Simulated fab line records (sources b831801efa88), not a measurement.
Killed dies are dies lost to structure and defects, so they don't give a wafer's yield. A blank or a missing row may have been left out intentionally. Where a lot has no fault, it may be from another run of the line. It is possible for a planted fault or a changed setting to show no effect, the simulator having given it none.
fab line records    flow sky130
record: lots: 7  wafers: 21  last_day: 50
route steps=708 shown METAL2@505 VIA2@507
lots with no fault: from the same line, run without faults
start_h: the number of hours between the record's first day and the start of the first shown wafer of the lot    wait_h: how many hours have passed since the lot's step before this one    " identical to the entry in the row above    L1.1+2: one row covering several wafers at once    - either no value or no given start    * or withheld: withheld    < > ~ a bound
route shown NAME@n: NAME is a module with steps in the file, n the number in the route of the first one    usual: the fault-free wafers' mean and standard deviation    same: alike in all rows    chamber/n: place in a boat    sites: readings site by site    _std_site: standard deviation across them    _edge_site: mean of outer sites minus mean of inner sites    radius_mm: for every site, how far away it sits from the centre of the wafer    mask NAME#n: copy n    behind: the last tool/chamber to shape the wafer    hold: reason for holding the lot/hours on hold/outcome of the hold    device: names the non-switching transistor (n, p or np)    end of line: the tests these same wafers got at the end of their route    for a step that has no rows: nothing shown but its recipe    killed: dies that structure and defects cost at the first sort, which is not the same as the wafer's yield    map: shows each die of a wafer: x if killed, . if not, _ if none is there
set.NAME: the setting the step ran with; set.NAME@STEP: the setting that earlier step ran with    model.NAME: the simulator's own value behind a step, which no gauge read
a table for each step, a row for each wafer; lots at some steps of the route
services: when a tool's chamber went out of use (start_h, in hours from the record's first day, below 0 if earlier), for how many hours, and the reason
== steps ==
step: SKY_METAL2_CLEAN_22
recipe: chemistry: IPA  time_s: 180  temp_c: 25
step: SKY_METAL2_CLEAN_23
recipe: chemistry: O3/DIW  dry: n2_spin
step: SKY_VIA2_HDPCVD_00
recipe: material: SiO2  target_thk_nm: 1180  sigma_open_frac: 0.3  time_s: 196.7  temp_c: 400  sih4_flow_sccm: 60  pressure_mtorr: 6
step: SKY_VIA2_THK_MEAS_01
recipe: reads: SiO2_of_VIA2_HDPCVD_00
usual: VIA2_HDPCVD_THK: 1176/13
lot.wafer  tool           chamber  start_h  wait_h  VIA2_HDPCVD_THK[nm]
L164.2     film_metro-03  -        831.06   0.1     1168
L164.4     "              -        "        "       1167
L164.6     "              -        "        "       1179
L169.1     film_metro-01  -        892.68   0.1     1184
L169.2     "              -        "        "       1169
L169.6     "              -        "        "       1183
L174.1     film_metro-04  -        943.63   0.1     1167
L174.2     "              -        "        "       1179
L174.6     "              -        "        "       1170
L176.1     film_metro-04  -        948.16   0.1     1178
L176.3     "              -        "        "       1158
L176.4     "              -        "        "       1172
L177.3     film_metro-04  -        951.46   0.1     1199
L177.4     "              -        "        "       1193
L177.5     "              -        "        "       1184
L181.1     film_metro-03  -        963.50   0.1     1185
L181.5     "              -        "        "       1188
L181.6     "              -        "        "       1193
L182.1     film_metro-04  -        977.65   0.1     1189
L182.2     "              -        "        "       1174
L182.5     "              -        "        "       1189
step: SKY_VIA2_CMP_02
recipe: material: SiO2  down_force_psi: 4  platen_rpm: 60  pad_velocity_m_s: 0.94248
usual: motor_current_A: 12.2/1.2  retaining_ring_pressure_frac: 0.999/0.0047  slurry_flow_ml_min: 150.0/0.42
lot.wafer  tool    chamber  start_h  wait_h  motor_current_A  retaining_ring_pressure_frac  slurry_flow_ml_min
L164.2     cmp-01  1        831.16   0.1     11.3             0.993                         150.4
L164.4     "       2        "        "       12.5             0.999                         150.0
L164.6     "       1        "        "       12.1             1.003                         150.3
L169.1     cmp-01  2        892.79   0.1     12.0             1.001                         150.1
L169.2     "       0        "        "       11.6             1.002                         150.6
L169.6     "       1        "        "       12.3             0.995                         149.6
L174.1     cmp-02  2        943.69   0.1     13.8             1.000                         150.5
L174.2     "       3        "        "       11.5             0.996                         150.0
L174.6     "       2        "        "       14.3             0.997                         150.7
L176.1     cmp-01  1        948.27   0.1     10.8             1.000                         149.7
L176.4     "       2        "        "       11.9             0.991                         150.3
L176.3     "       3        "        "       12.5             1.002                         149.7
L177.3     cmp-02  1        951.96   0.5     9.0              0.998                         149.6
L177.4     "       0        "        "       13.0             0.998                         149.9
L177.5     "       2        "        "       13.4             1.001                         150.5
L181.1     cmp-01  1        963.71   0.2     11.7             0.994                         149.9
L181.6     "       2        "        "       12.5             1.000                         150.3
L181.5     "       3        "        "       12.8             1.002                         150.8
L182.1     cmp-02  1        977.71   0.1     10.1             1.000                         150.0
L182.2     "       3        "        "       12.3             0.993                         148.5
L182.5     "       2        "        "       14.0             1.004                         150.8
step: SKY_VIA2_BOW_MEAS_03
recipe: mode: bow
usual: VIA2_BOW: 86/7
lot.wafer  tool           chamber  start_h  wait_h  VIA2_BOW[um]
L164.2     film_metro-03  -        831.43   0.2     82
L164.4     "              -        "        "       85
L164.6     "              -        "        "       85
L169.1     film_metro-01  -        893.04   0.2     86
L169.2     "              -        "        "       72
L169.6     "              -        "        "       80
L174.1     film_metro-01  -        943.99   0.2     94
L174.2     "              -        "        "       86
L174.6     "              -        "        "       98
L176.1     film_metro-03  -        948.52   0.2     88
L176.3     "              -        "        "       81
L176.4     "              -        "        "       72
L177.3     film_metro-04  -        952.30   0.3     95
L177.4     "              -        "        "       92
L177.5     "              -        "        "       93
L181.1     film_metro-01  -        963.86   0.1     82
L181.5     "              -        "        "       82
L181.6     "              -        "        "       85
L182.1     film_metro-01  -        978.01   0.2     82
L182.2     "              -        "        "       91
L182.5     "              -        "        "       100
step: SKY_VIA2_DEHYDRATE_04
recipe: temp_c: 200  time_s: 60
step: SKY_VIA2_HMDS_05
recipe: prime_time_s: 60  prime_temp_c: 120
step: SKY_VIA2_COAT_06
recipe: resist: BARC  temp_c: withheld  time_s: withheld  spin_rpm: 3000  resist_thk_nm: 60
step: SKY_VIA2_COAT_07
recipe: resist: KrF-thick  spin_rpm: 3000  resist_thk_nm: 444.8
step: SKY_VIA2_SOFTBAKE_08
recipe: temp_c: 100  time_s: 90  resist: KrF-thick
step: SKY_VIA2_EXPOSE_09
recipe: mask_id: VIM2  na: 0.8  source_shape: annular  sigma_inner: 0.55  sigma_outer: 0.85  target_cd_nm: 200  dose_mj: 38
step: SKY_VIA2_PEB_10
recipe: peb_temp_c: withheld  peb_time_s: withheld  resist: KrF-thick
usual: chill_plate_temp_C: *  exhaust_pa: 45.1/0.97
lot.wafer  tool            chamber  start_h  wait_h  chill_plate_temp_C  exhaust_pa
L164.2     litho_track-02  0        857      -       *                   45.1
L164.4     "               0        "        "       *                   46.2
L164.6     "               0        "        "       *                   45.0
L169.1     litho_track-01  0        918      -       *                   44.6
L169.2     "               0        "        "       *                   46.1
L169.6     "               0        "        "       *                   45.8
L174.1     litho_track-02  -        968      -       -                   -
L174.2     "               -        "        "       -                   -
L174.6     "               -        "        "       -                   -
L176.1     litho_track-03  -        972      -       -                   -
L176.3     "               -        "        "       -                   -
L176.4     "               -        "        "       -                   -
L177.3     litho_track-02  -        975      -       -                   -
L177.4     "               -        "        "       -                   -
L177.5     "               -        "        "       -                   -
L181.1     litho_track-03  0        986      -       *                   45.7
L181.5     "               0        "        "       *                   44.4
L181.6     "               0        987      -       *                   44.9
L182.1     litho_track-03  0        1000     -       *                   45.5
L182.2     "               0        "        "       *                   44.9
L182.5     "               0        1001     -       *                   44.7
step: SKY_VIA2_DEVELOP_11
recipe: develop_time_s: 60  resist: KrF-thick  dev_temp_c: 21
== services ==
tool            chamber  start_h  hours  kind
cmp-02          -        845.36   4.0    pm
litho_track-03  -        845.48   -      consumable_replace:filter
cmp-01          -        864.84   4.7    pm
cmp-02          -        912.00   4.0    pm
cmp-02          -        914.44   0.7    repair
cmp-02          -        916.00   -      consumable_replace:conditioner
cmp-02          -        916.00   -      consumable_replace:pad
cmp-02          -        917.88   1.2    repair
cmp-01          -        935.19   0.8    repair
cmp-02          -        954.66   7.7    pm
== key ==
first_sign: step: SKY_VIA2_PEB_10  reading: tool_record  direction: missing
effect none on later readings
met_at SKY_VIA2_PEB_10
struck_wafers L174.1,L174.2,L174.6,L176.1,L176.3,L176.4,L177.3,L177.4,L177.5
later_rows_left_out L174.1,L174.2,L174.6,L176.1,L176.3,L176.4,L177.3,L177.4,L177.5
sort_left_out L174.1,L174.2,L174.6,L176.1,L176.3,L176.4,L177.3,L177.4,L177.5
onset_between 857 968
fault: kind: skipped_step_whole  tool: litho_track-02,litho_track-03  chamber: -  onset_h: 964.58  steps: SKY_VIA2_PEB_10  scope: struck_lots_only
sort_left_out: the simulated sort isn't trusted on such a fault, so these wafers' sort isn't shown, and their yield isn't known
later_rows_left_out: the simulator's readings of these wafers behind a module that went badly wrong aren't trusted and aren't shown, but for the sort
